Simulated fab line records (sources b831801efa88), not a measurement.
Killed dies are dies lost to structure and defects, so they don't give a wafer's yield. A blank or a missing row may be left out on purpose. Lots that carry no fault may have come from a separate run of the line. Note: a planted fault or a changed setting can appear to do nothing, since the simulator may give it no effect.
fab line records    flow sky130
[record] lots = 5  wafers = 13  last-day = 50
route steps=708 shown POLY_CUT@317 SD_P@320 RES_XHIGH@332 SD_N@342 PAD_OPEN@708
lots that met no fault: taken from a fault-free run of the same line
start-h: start of the lot's first displayed wafer, in hours after the record's first day    wait-h: hours elapsed since this lot's preceding step    " same as the row above    L1.1+2: a single row standing in for several wafers    - value missing, or start not given    * or withheld: withheld    < > ~ a bound
route shown NAME@n: a module of which the file shows steps, and the number in the route of the first    usual: the fault-free wafers' mean and standard deviation    same: alike in all rows    chamber/n: place in a boat    sites: per-site readings    _std_site: their standard deviation    _edge_site: mean of outer sites minus mean of inner sites    radius-mm: how far each site lies from the wafer's centre    mask NAME#n: copy n    behind: the most recent tool/chamber to have shaped the wafer    hold: reason for holding the lot/hours on hold/outcome of the hold    device: whichever transistor did not switch (one of n, p or np)    end of line: tests of these same wafers at the route's end    a step given without rows: its recipe and nothing more    killed: count of dies lost to structure and defects at first sort (not the wafer's yield)    map: dies across one wafer; x = killed, . = not, _ = none there
set.NAME: the setting as run; set.NAME@STEP: as run at that earlier step    model.NAME: the simulator's own value behind a step, which no gauge read
a table for each step, a row for each wafer; lots at some steps of the route
services: a tool's chamber out of use, with start hour (start-h, from the record's first day; less than 0 if before it), hours out, and reason
[[steps]]
[step SKY_POLY_CUT_ETCH_10]
[recipe] chemistry = N2/H2  target = BARC  ion-energy-ev = 200  source-w = 500  bias-w = 100  pressure-mtorr = 30  n2-flow-sccm = 100  h2-flow-sccm = 200  stop-on = SiO2  time-s = 45.9  target-depth-a = 600
[step SKY_POLY_CUT_ETCH_11]
[recipe] target = Si3N4  chemistry = CF4/CH2F2/Ar  stop-on = poly-Si  source-w = 600  bias-w = 150  pressure-mtorr = 40  cf4-flow-sccm = 40  ch2f2-flow-sccm = 20  Ar_flow_sccm = 150  time-s = 42.5  target-depth-a = 600
[step SKY_POLY_CUT_STRIP_12]
[recipe] chemistry = O2/N2  power-w = 1400  pressure-mtorr = 1500  platen-temp-c = withheld  o2-flow-sccm = 3000  n2-flow-sccm = 300  overash-fraction = 0.5
[step SKY_SD_P_DEHYDRATE_00]
[recipe] temp-c = 200  time-s = 60
[step SKY_SD_P_HMDS_01]
[recipe] prime-time-s = 60  prime-temp-c = 120
[step SKY_SD_P_COAT_02]
[recipe] resist = NOVOLAK  spin-rpm = 3000  resist-thk-nm = 1140
[step SKY_SD_P_SOFTBAKE_03]
[recipe] temp-c = 90  time-s = 60  resist = NOVOLAK
[step SKY_SD_P_EXPOSE_04]
[recipe] mask-id = PSDM  na = 0.6  source-shape = conventional  sigma-outer = 0.6  polarization = unpolarized  target-cd-nm = 380  dose-mj = 138
[step SKY_SD_P_PEB_05]
[recipe] temp-c = withheld  time-s = *  resist = NOVOLAK
[step SKY_SD_P_DEVELOP_06]
[recipe] resist = NOVOLAK  developer = TMAH  develop-time-s = 60  dev-temp-c = 23
[step SKY_SD_P_IMPLANT_09]
[recipe] species = BF2  energy-kev = 20  dose-cm2 = 3e+15  tilt-deg = 0
[usual] tilt-deg = 0.002/0.02
lot.wafer  tool          chamber  start-h  wait-h  tilt-deg
L875.1     implanter-02  0        626.19   0.0     0.023
L875.3     "             0        "        "       0.013
L875.6     "             0        "        "       0.000
L882.1     implanter-02  0        691.29   0.0     0.038
L882.6     "             0        "        "       0.021
L885.2     implanter-02  0        713.68   0.0     -0.006
L885.6     "             0        "        "       0.021
L884.2     implanter-02  0        714.97   0.0     -0.017
L884.5     "             0        "        "       -0.037
L884.6     "             0        "        "       -0.015
L892.1     implanter-01  0        769.61   0.0     0.038
L892.3     "             0        "        "       0.017
L892.5     "             0        "        "       0.040
[step SKY_SD_P_STRIP_10]
[recipe] chemistry = O2/N2  power-w = 1400  pressure-mtorr = 1500  platen-temp-c = withheld  o2-flow-sccm = 3000  n2-flow-sccm = 300  overash-fraction = 0.5
[usual] drypump-motor-current-A = 5.9/0.4  oes-product-au = 0.617/0.0043  strip-time-to-endpoint-s = 17.52/0.036
lot.wafer  tool             chamber  start-h  wait-h  drypump-motor-current-A  oes-product-au  rf-hours-counter-h  strip-time-to-endpoint-s
L875.1     plasma-asher-02  0        626.34   0.1     6.0                      0.612           19                  17.58
L875.3     "                0        "        "       6.0                      0.627           -                   17.59
L875.6     "                0        "        "       5.9                      0.618           -                   17.55
L882.1     plasma-asher-03  0        691.44   0.1     6.5                      0.629           101                 17.14
L882.6     "                0        "        "       6.5                      0.628           -                   17.07
L885.2     plasma-asher-03  1        713.81   0.1     5.9                      0.612           103                 17.61
L885.6     "                1        "        "       5.9                      0.630           -                   17.14
L884.2     plasma-asher-01  0        715.09   0.1     5.2                      0.614           57                  17.52
L884.5     "                1        "        "       5.3                      0.616           -                   17.46
L884.6     "                0        "        "       5.2                      0.628           -                   17.10
L892.1     plasma-asher-03  1        769.76   0.1     5.8                      0.611           3                   17.49
L892.3     "                1        "        "       5.9                      0.618           -                   17.49
L892.5     "                0        "        "       6.5                      0.621           -                   17.54
[step SKY_SD_P_TW_MEAS_11]
[usual] SD_P_TW = 2837/25
lot.wafer  tool           chamber  start-h  wait-h  SD_P_TW
L875.1     film-metro-02  -        626.44   0.1     2791
L875.3     "              -        "        "       2796
L875.6     "              -        "        "       2806
L882.1     film-metro-04  -        691.54   0.1     2721
L882.6     "              -        "        "       2700
L885.2     film-metro-04  -        713.92   0.1     2833
L885.6     "              -        "        "       2724
L884.2     film-metro-04  -        715.20   0.1     2823
L884.5     "              -        "        "       2845
L884.6     "              -        "        "       2735
L892.1     film-metro-02  -        769.86   0.1     2829
L892.3     "              -        "        "       2793
L892.5     "              -        "        "       2816
[step SKY_RES_XHIGH_DEHYDRATE_00]
[recipe] temp-c = 200  time-s = 60
[step SKY_RES_XHIGH_HMDS_01]
[recipe] prime-time-s = 60  prime-temp-c = 120
[step SKY_RES_XHIGH_COAT_02]
[recipe] resist = NOVOLAK  spin-rpm = 3000  resist-thk-nm = 1140
[step SKY_RES_XHIGH_SOFTBAKE_03]
[recipe] temp-c = 90  time-s = 60  resist = NOVOLAK
[step SKY_RES_XHIGH_EXPOSE_04]
[recipe] mask-id = URPM  na = 0.6  source-shape = conventional  sigma-outer = 0.6  polarization = unpolarized  target-cd-nm = 1270  dose-mj = 140
[step SKY_RES_XHIGH_PEB_05]
[recipe] temp-c = withheld  time-s = *  resist = NOVOLAK
[step SKY_RES_XHIGH_DEVELOP_06]
[recipe] resist = NOVOLAK  developer = TMAH  develop-time-s = 60  dev-temp-c = 23
[step SKY_RES_XHIGH_IMPLANT_07]
[recipe] species = BF2  energy-kev = 20  dose-cm2 = 3.6e+14  tilt-deg = 0
[step SKY_RES_XHIGH_STRIP_08]
[recipe] chemistry = O2/N2  power-w = 1400  pressure-mtorr = 1500  platen-temp-c = withheld  o2-flow-sccm = 3000  n2-flow-sccm = 300  overash-fraction = 0.5
[step SKY_SD_N_DEHYDRATE_00]
[recipe] temp-c = 200  time-s = 60
[step SKY_SD_N_HMDS_01]
[recipe] prime-time-s = 60  prime-temp-c = 120
[step SKY_SD_N_COAT_02]
[recipe] resist = NOVOLAK  spin-rpm = 3000  resist-thk-nm = 1140
[step SKY_SD_N_SOFTBAKE_03]
[recipe] temp-c = 90  time-s = 60  resist = NOVOLAK
[step SKY_SD_N_EXPOSE_04]
[recipe] mask-id = NSDM  na = 0.6  source-shape = conventional  sigma-outer = 0.6  polarization = unpolarized  target-cd-nm = 380  dose-mj = 141
[step SKY_SD_N_PEB_05]
[recipe] temp-c = withheld  time-s = *  resist = NOVOLAK
[step SKY_SD_N_DEVELOP_06]
[recipe] resist = NOVOLAK  developer = TMAH  develop-time-s = 60  dev-temp-c = 23
[step SKY_SD_N_IMPLANT_09]
[recipe] species = As  energy-kev = 50  dose-cm2 = 4e+15  tilt-deg = 0
[step SKY_SD_N_IMPLANT_10]
[recipe] species = P  energy-kev = 20  dose-cm2 = 1e+14  tilt-deg = 0
[step SKY_SD_N_STRIP_11]
[recipe] chemistry = O2/N2  power-w = 1400  pressure-mtorr = 1500  platen-temp-c = withheld  o2-flow-sccm = 3000  n2-flow-sccm = 300  overash-fraction = 0.5
[step SKY_SD_N_CLEAN_13]
[recipe] chemistry = SC1/SC2  mix = 1:4:20  temp-c = 70  time-s = 150  dry = n2-spin
[step SKY_SD_N_RTA_14]
[recipe] temp-c = 1075  time-s = 2  idle-temp-c = 650  ramp-up-c-per-s = 150  ramp-down-c-per-s = 90  ambient = N2
[step SKY_SD_N_RS_MEAS_17]
[recipe] thk-meas-gauge = four-point-probe
[usual] SD_P_RS = 147.2/0.33
lot.wafer  tool           chamber  start-h  wait-h  SD_P_RS[ohm/sq]
L875.1     film-metro-02  -        684.20   0.1     147.5
L875.3     "              -        "        "       147.8
L875.6     "              -        "        "       147.0
L882.1     film-metro-03  -        747.94   0.1     150.3
L882.6     "              -        "        "       150.3
L885.2     film-metro-03  -        770.14   0.1     147.4
L885.6     "              -        "        "       149.9
L884.2     film-metro-04  -        770.92   0.1     147.2
L884.5     "              -        "        "       146.9
L884.6     "              -        "        "       151.0
L892.1     film-metro-02  -        823.95   0.1     147.3
L892.3     "              -        "        "       147.4
L892.5     "              -        "        "       147.4
[step SKY_PAD_OPEN_PROBE_99]
[usual] killed_at_M0_to_M3 = 44/7  killed_at_M4_up = 3.2/1.8  killed-at-contacts = 24/5.1  killed-at-front-end = 15/4.3  killed-at-other = 0.3/0.5  killed-dies = 86/9.6  killed-open = 48/7.1  killed-short = 38/6.7
[same] gross-dies = 492  killed-at-back-side = 0
lot.wafer  tool       chamber  start-h  wait-h  killed_at_M0_to_M3  killed_at_M4_up  killed-at-contacts  killed-at-front-end  killed-at-other  killed-dies  killed-open  killed-short  model.etest.licon-high-po.rc-ohm  model.etest.res-high-po.line-ohm-um  model.etest.res-pdiff.line-ohm-um  model.etest.pfet_01v8.r-on-ohm-um  model.etest.res-high-po.rs-ohm-sq-range  model.etest.res-high-po.rs-ohm-sq  model.etest.licon-pdiff.rc-ohm  model.etest.res-high-po.rs-ohm-sq-rim-less-centre
L875.1     prober-02  -        1102.36  0.1     46                  3                24                  13                   0                86           53           32            353.1                             753.4                                1408                               2963                               5.88                                     263.4                              597.1                           1.01
L875.3     prober-02  -        1102.46  0.2     55                  2                36                  14                   0                107          51           56            370.8                             755.3                                1420                               2931                               5.985                                    264.4                              589.5                           2.651
L875.6     prober-02  -        1102.61  0.2     51                  3                27                  11                   1                93           49           44            357.9                             739                                  1409                               2984                               6.423                                    261.5                              563.8                           3.589
L882.1     prober-01  -        1148.95  0.1     50                  3                26                  11                   1                91           46           43            619.7                             974.7                                1527                               2971                               89.78                                    340.5                              635.4                           -48.54
L882.6     prober-01  -        1149.20  0.2     46                  2                27                  19                   1                95           55           38            591.4                             978.6                                1523                               2955                               91.94                                    338.4                              625.6                           -44.14
L885.2     prober-01  -        1162.81  0.1     33                  5                17                  11                   0                66           32           34            371.6                             769.6                                1354                               2939                               15.62                                    271.2                              615.3                           -13.01
L885.6     prober-01  -        1163.01  0.2     32                  3                30                  13                   1                79           41           37            576.1                             942.5                                1465                               3043                               93.48                                    334.4                              686.8                           -55.87
L884.2     prober-02  -        1164.10  0.1     37                  0                21                  21                   0                79           39           37            334.4                             740.1                                1370                               2821                               8.735                                    260.1                              560.4                           3.059
L884.5     prober-02  -        1164.25  0.2     38                  2                30                  8                    1                79           43           35            361.6                             752                                  1352                               2837                               7.73                                     262.7                              597.9                           5.938
L884.6     prober-02  -        1164.30  0.2     48                  4                15                  16                   1                84           43           39            595.5                             984.8                                1492                               2946                               87.84                                    341.4                              650.1                           -30.77
L892.1     prober-01  -        1199.27  0.1     47                  2                26                  17                   0                92           48           44            334.1                             711.1                                1367                               2844                               9.456                                    249.4                              577.2                           -4.003
L892.3     prober-01  -        1199.37  0.2     39                  4                29                  15                   1                88           35           52            324.2                             710.7                                1357                               2910                               7.126                                    252.2                              561.7                           -3.434
L892.5     prober-01  -        1199.47  0.2     55                  5                26                  9                    0                95           44           50            345.8                             726.3                                1364                               2866                               9.614                                    250.9                              546.9                           -6.901
// killed by level:class
L875.1 CONTACT:geometric-particle:open=10 VIA1:geometric-particle:open=10 VIA3:geometric-particle:open=9 LI_CONTACT:geometric-particle:open=6 CONTACT:geometric-particle:short=6 VIA2:geometric-particle:short=5 METAL1:geometric-particle:short=5 VIA2:geometric-particle:open=5
L875.3 CONTACT:geometric-particle:open=15 METAL1:geometric-particle:short=10 VIA1:geometric-particle:open=9 VIA1:geometric-particle:short=8 LI_CONTACT:geometric-particle:open=7 CONTACT:geometric-particle:short=7 METAL2:geometric-particle:short=6 VIA3:geometric-particle:open=6
L875.6 CONTACT:geometric-particle:open=11 VIA1:geometric-particle:open=11 METAL1:geometric-particle:short=7 VIA2:geometric-particle:open=7 VIA3:geometric-particle:open=7 LI_CONTACT:geometric-particle:open=6 LOCAL_INTERCONNECT:geometric-particle:short=5 VIA1:geometric-particle:short=5
L882.1 LI_CONTACT:geometric-particle:open=11 METAL2:geometric-particle:short=9 METAL1:geometric-particle:short=8 VIA1:geometric-particle:open=8 VIA3:geometric-particle:open=8 CONTACT:geometric-particle:open=7 VIA1:geometric-particle:short=7 LOCAL_INTERCONNECT:geometric-particle:short=4
L882.6 VIA2:geometric-particle:open=11 CONTACT:geometric-particle:open=8 VIA1:geometric-particle:open=8 VIA3:geometric-particle:open=7 LI_CONTACT:geometric-particle:open=7 VIA1:geometric-particle:short=6 FIELD_ISO:geometric-particle:short=5 LI_CONTACT:geometric-particle:short=5
L885.2 VIA1:geometric-particle:open=6 LOCAL_INTERCONNECT:geometric-particle:short=6 VIA3:geometric-particle:open=6 METAL2:geometric-particle:short=5 VIA2:geometric-particle:open=5 CONTACT:geometric-particle:open=4 CONTACT:geometric-particle:short=4 SPACER:geometric-particle:short=3
L885.6 LI_CONTACT:geometric-particle:open=12 VIA1:geometric-particle:open=9 CONTACT:geometric-particle:open=8 METAL2:geometric-particle:short=8 VIA1:geometric-particle:short=7 LI_CONTACT:geometric-particle:short=5 POLY_GATE:geometric-particle:short=4 LOCAL_INTERCONNECT:geometric-particle:short=4
L884.2 FIELD_ISO:geometric-particle:short=10 VIA3:geometric-particle:open=8 LI_CONTACT:geometric-particle:open=7 CONTACT:geometric-particle:open=6 VIA1:geometric-particle:short=6 FIELD_ISO:geometric-particle:open=5 VIA1:geometric-particle:open=5 CONTACT:geometric-particle:short=4
L884.5 LI_CONTACT:geometric-particle:open=9 CONTACT:geometric-particle:open=9 METAL1:geometric-particle:short=9 VIA3:geometric-particle:open=8 VIA2:geometric-particle:open=6 CONTACT:geometric-particle:short=5 METAL2:geometric-particle:short=4 LOCAL_INTERCONNECT:geometric-particle:short=3
L884.6 METAL2:geometric-particle:short=12 VIA1:geometric-particle:open=9 METAL1:geometric-particle:short=6 VIA3:geometric-particle:open=6 POLY_GATE:geometric-particle:open=5 LI_CONTACT:geometric-particle:open=5 VIA3:geometric-particle:short=5 FIELD_ISO:geometric-particle:open=4
L892.1 CONTACT:geometric-particle:open=10 VIA1:geometric-particle:open=10 VIA3:geometric-particle:open=8 POLY_GATE:geometric-particle:short=7 VIA2:geometric-particle:open=6 CONTACT:geometric-particle:short=6 FIELD_ISO:geometric-particle:short=4 FIELD_ISO:geometric-particle:open=4
L892.3 METAL1:geometric-particle:short=12 CONTACT:geometric-particle:open=11 VIA1:geometric-particle:open=8 LI_CONTACT:geometric-particle:open=7 METAL2:geometric-particle:short=5 FIELD_ISO:geometric-particle:short=4 POLY_GATE:geometric-particle:short=4 SPACER:geometric-particle:short=4
L892.5 CONTACT:geometric-particle:open=8 VIA3:geometric-particle:open=8 CONTACT:geometric-particle:short=7 VIA1:geometric-particle:open=7 METAL2:geometric-particle:short=7 VIA2:geometric-particle:open=7 LI_CONTACT:geometric-particle:open=6 METAL3:geometric-particle:short=6
[[services]]
tool             chamber  start-h  hours  kind
implanter-01     -        681.59   2.2    repair
plasma-asher-03  -        733.75   9.0    pm
plasma-asher-03  0        733.75   9.0    vent-cycle
plasma-asher-03  1        733.75   9.0    vent-cycle
plasma-asher-03  0        742.75   -      clean
plasma-asher-03  1        742.75   -      clean
[[key]]
[first-sign] step = SKY_SD_P_STRIP_10  reading = strip-time-to-endpoint-s  direction = down  sigmas = 11  usual = *  struck = *
[effect] step = SKY_SD_P_STRIP_10  reading = oes-product-au  direction = up  sigmas = 2.6  usual = 0.617  struck = 0.629
[effect] step = SKY_SD_P_TW_MEAS_11  reading = SD_P_TW  direction = down  sigmas = 4.6  usual = 2837  struck = 2720
[effect] step = SKY_SD_N_RS_MEAS_17  reading = SD_P_RS  direction = up  sigmas = 9.7  usual = 147.2  struck = 150.4
[model-effect] step = SKY_PAD_OPEN_PROBE_99  value = etest.licon-high-po.rc-ohm  without = 353.5  struck = 595.7
met-at SKY_SD_P_IMPLANT_09
struck-wafers L882.1,L882.6,L884.6,L885.6
tester-left-out L882,L884,L885
onset-between 626.19 691.29
[fault] kind = process-parameter-drift  tool = implanter-02  chamber = -  onset-h = 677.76  steps = SKY_SD_P_IMPLANT_09  channel = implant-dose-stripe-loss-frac  offset = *  shape = step  end-h = 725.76  scope = struck-wafers-only
// tester-left-out: of these lots the tester's yield and bins aren't shown, on N5 and GAA mostly nor the transistor test; their killed dies are dies lost to structure and defects alone, not to doping, threshold or leakage, so they don't give the yield
